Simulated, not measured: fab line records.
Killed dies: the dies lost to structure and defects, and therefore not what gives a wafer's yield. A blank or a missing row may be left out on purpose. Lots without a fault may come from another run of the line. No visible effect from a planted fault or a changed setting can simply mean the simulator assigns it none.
Which of the tools did it? ; flow gf180mcu ; 36 wafers from 12 lots sampled at 2 of the route's 602 steps

## WHAT EACH GAUGE READ, for each wafer
GF_M1_RS_MEAS_05: uses a four-point probe to measure.
lot;measured;on;M1_ALCU_RS (ohm/sq)
L511;day 16 19:47;film_metro-01;0.0689 0.0686 0.0692
L512;day 17 04:32;film_metro-03;0.0691 0.0688 0.0689
L513;day 17 11:22;film_metro-04;0.0705 0.0708 0.0710
L519;day 20 00:29;film_metro-03;0.0689 0.0697 0.0695
L525;day 22 11:41;film_metro-03;0.0685 0.0697 0.0690
L524;day 22 12:41;film_metro-03;0.0700 0.0704 0.0707
L526;day 22 13:57;film_metro-03;0.0693 0.0697 0.0693
L528;day 22 20:23;film_metro-01;0.0692 0.0682 0.0682
L529;day 23 18:57;film_metro-04;0.0696 0.0697 0.0699
L530;day 23 23:31;film_metro-03;0.0694 0.0696 0.0697
L531;day 24 11:50;film_metro-03;0.0688 0.0693 0.0695
L532;day 24 19:53;film_metro-03;0.0694 0.0695 0.0699

## TOOL THAT RAN EACH LOT (tool first, then ch and the chambers of the sampled wafers, then the start)
lot;GF_M1_SPUTTER_02
L511;pvd_sputter-02, day 16 19:41
L512;pvd_sputter-04, day 17 04:26
L513;pvd_sputter-04, day 17 11:17
L519;pvd_sputter-02, day 20 00:23
L525;pvd_sputter-04, day 22 11:35
L524;pvd_sputter-03, day 22 12:34
L526;pvd_sputter-02, day 22 13:50
L528;pvd_sputter-02, day 22 20:16
L529;pvd_sputter-02, day 23 18:52
L530;pvd_sputter-03, day 23 23:25
L531;pvd_sputter-02, day 24 11:43
L532;pvd_sputter-04, day 24 19:46
- GF_M1_SPUTTER_02: material AlCu, target thk 450 nm, time 23.9 s.

## AS READ BY THE TOOLS THEMSELVES (means over the sampled wafers that have a number; for cases with no such wafer, the mark the record gives instead)
GF_M1_SPUTTER_02.
lot;tool;throttle_valve_pct (%)
L511;pvd_sputter-02;30.6
L512;pvd_sputter-04;30.6
L513;pvd_sputter-04;31.0
L519;pvd_sputter-02;30.6
L525;pvd_sputter-04;30.7
L524;pvd_sputter-03;30.2
L526;pvd_sputter-02;30.6
L528;pvd_sputter-02;30.6
L529;pvd_sputter-02;30.8
L530;pvd_sputter-03;29.9
L531;pvd_sputter-02;30.9
L532;pvd_sputter-04;31.0

## THE ANSWER, worked out from the rows above alone
Rule: what is usual is taken from the lots themselves. The widest of any qualifying gaps counts: lots, ordered by their means at a reading, are off when they make up no more than a third of the lots, leave a main group of 4 or more, and stand apart from it by 3 or more times the standard deviation of that group's means. A main group whose means are all the same, to the digits that the tables above print for the reading, isn't used. Also off: a lot with no number at a reading for which 4 or more lots have one. Any other lot the step has rows for is counted as sound. First the gauges in route order, then the tools' own readings, where a lot's mean is used as printed above. The first step at which some lot is off is used, and at that step the reading that is off furthest; a lot without a number counts as furthest.
Nothing can be told from this: no lot is off at any reading shown.

## WHAT HAD BEEN PUT IN BY THE SIMULATOR
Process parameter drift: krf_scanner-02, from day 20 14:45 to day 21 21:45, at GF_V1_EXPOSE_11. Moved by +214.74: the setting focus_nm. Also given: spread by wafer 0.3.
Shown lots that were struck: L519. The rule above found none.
